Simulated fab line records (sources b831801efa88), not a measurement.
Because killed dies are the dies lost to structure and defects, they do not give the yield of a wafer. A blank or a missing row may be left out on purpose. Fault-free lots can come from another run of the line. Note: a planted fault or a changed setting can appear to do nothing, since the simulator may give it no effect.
Which tool is to blame? | flow gf180mcu | 33 wafers from 11 lots sampled at 4 of the route's 602 steps

WHAT THE GAUGES SHOWED, per wafer
GF_V2_OVL_MEAS_15.
lot  | measured     | on         | V2_OVL (nm)
L147 | day 20 15:56 | overlay-02 | 0 -6 -3
L148 | day 20 21:20 | overlay-02 | 3 -2 4
L150 | day 21 21:05 | overlay-02 | 1 -4 -9
L151 | day 22 10:46 | overlay-02 | -6 -7 -5
L153 | day 22 18:29 | overlay-01 | 8 2 8
L154 | day 23 08:58 | overlay-01 | -6 -4 0
L155 | day 23 10:26 | overlay-01 | 3 -6 -4
L161 | day 25 10:01 | overlay-01 | 5 -1 3
L162 | day 25 14:55 | overlay-01 | 4 3 5
L163 | day 26 17:14 | overlay-02 | -5 -6 -6
L167 | day 27 04:04 | overlay-02 | -1 6 3

GF_V2_RS_MEAS_24: measures by four-point-probe.
lot  | measured     | on            | V2_W_RS (ohm/sq)
L147 | day 20 16:52 | film metro-04 | 0.327 0.324 0.323
L148 | day 20 22:18 | film metro-04 | 0.334 0.332 0.333
L150 | day 21 22:05 | film metro-03 | 0.324 0.327 0.329
L151 | day 22 11:43 | film metro-04 | 0.327 0.328 0.327
L153 | day 22 19:26 | film metro-03 | 0.323 0.325 0.325
L154 | day 23 09:52 | film metro-03 | 0.329 0.327 0.326
L155 | day 23 11:23 | film metro-04 | 0.325 0.327 0.326
L161 | day 25 11:11 | film metro-04 | 0.207 0.207 0.208
L162 | day 25 15:50 | film metro-04 | 0.330 0.328 0.325
L163 | day 26 18:11 | film metro-04 | 0.206 0.206 0.204
L167 | day 27 04:58 | film metro-03 | 0.204 0.204 0.204

GF_V2_THK_MEAS_25: measures by xrf.
lot  | measured     | on            | V2_W_THK (nm)
L147 | day 20 16:58 | film metro-04 | 355 360 358
L148 | day 20 22:23 | film metro-04 | 349 352 350
L150 | day 21 22:13 | film metro-03 | 357 355 353
L151 | day 22 11:50 | film metro-04 | 356 353 354
L153 | day 22 19:33 | film metro-03 | 358 356 356
L154 | day 23 09:59 | film metro-03 | 351 350 354
L155 | day 23 11:29 | film metro-04 | 351 351 350
L161 | day 25 11:19 | film metro-04 | 563 561 563
L162 | day 25 15:57 | film metro-04 | 353 355 358
L163 | day 26 18:16 | film metro-04 | 569 564 566
L167 | day 27 05:05 | film metro-03 | - 570 -

EACH LOT AND THE TOOL THAT RAN IT (in order: tool; ch and the chambers of the sampled wafers; start)
lot  | GF_V2_CVD_23
L147 | cvd w-02 ch 0,1, day 20 16:43
L148 | cvd w-01 ch 0,1, day 20 22:10
L150 | cvd w-02 ch 0,1, day 21 21:59
L151 | cvd w-01 ch 0,1, day 22 11:36
L153 | cvd w-01 ch 0,1, day 22 19:18
L154 | cvd w-02 ch 0,1, day 23 09:46
L155 | cvd w-02 ch 0,1, day 23 11:16
L161 | cvd w-02 ch 0,1, day 25 10:51
L162 | cvd w-01 ch 0,1, day 25 15:43
L163 | cvd w-02 ch 0,1, day 26 18:02
L167 | cvd w-02 ch 0,1, day 27 04:52
- GF_V2_CVD_23: deposits W, target thk 350 nm, time 104.94 s.

AS READ BY THE TOOLS THEMSELVES (means over the sampled wafers that have a number; for cases with no such wafer, the mark the record gives instead)
GF_V2_CVD_23.
lot  | tool     | heater power w (W) | susceptor temp C (C)
L147 | cvd w-02 | 890                | 400.10
L148 | cvd w-01 | 887                | 399.99
L150 | cvd w-02 | 927                | 399.81
L151 | cvd w-01 | 950                | 399.91
L153 | cvd w-01 | 951                | 399.84
L154 | cvd w-02 | 904                | 400.18
L155 | cvd w-02 | 939                | 399.99
L161 | cvd w-02 | 893                | 399.83
L162 | cvd w-01 | 950                | 400.16
L163 | cvd w-02 | 943                | 399.96
L167 | cvd w-02 | 909                | 399.96

THE ANSWER, worked out from the rows above alone
Rule: usual is defined by the lots themselves. Put in order of their means at a reading, lots are off if they are a third of the lots or fewer, leave a main group of 4 or more, and stand apart from it by a gap of 3 or more times the standard deviation of the main group's means; of several such gaps the widest counts. If all means in a main group match to the digits the tables above print for the reading, that group is not used. A lot without any number at a reading at which 4 lots or more have one is off too. Any other lot the step has rows for is counted as sound. After the gauges, taken in route order, come the tools' own readings; for these a lot's mean is taken, as printed above. The first step at which some lot is off is used, and at that step the reading that is off furthest; a lot without a number counts as furthest.
Off: at GF_V2_RS_MEAS_24 (V2_W_RS), L161, L163, L167. For the main group the mean is 0.327 ohm/sq and the standard deviation 0.0025.
A tool fits if, at a process step before that reading, it ran every lot that is off, and no sound lot after the first of them. Those tools and the gauges at GF_V2_RS_MEAS_24 are tried in the same way. One candidate fits, namely cvd w-02 at GF_V2_CVD_23. Its last sound lot is L155 (day 23 11:16), its first lot that is off L161 (day 25 10:51): a fault that began between those two fits.

WHAT THE SIMULATOR HAD PUT IN
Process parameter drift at GF_V2_CVD_23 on cvd w-02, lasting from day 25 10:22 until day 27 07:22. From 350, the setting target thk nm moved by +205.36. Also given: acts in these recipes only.
Struck lots among those shown: L161, L163, L167. The rule above reached the same finding.
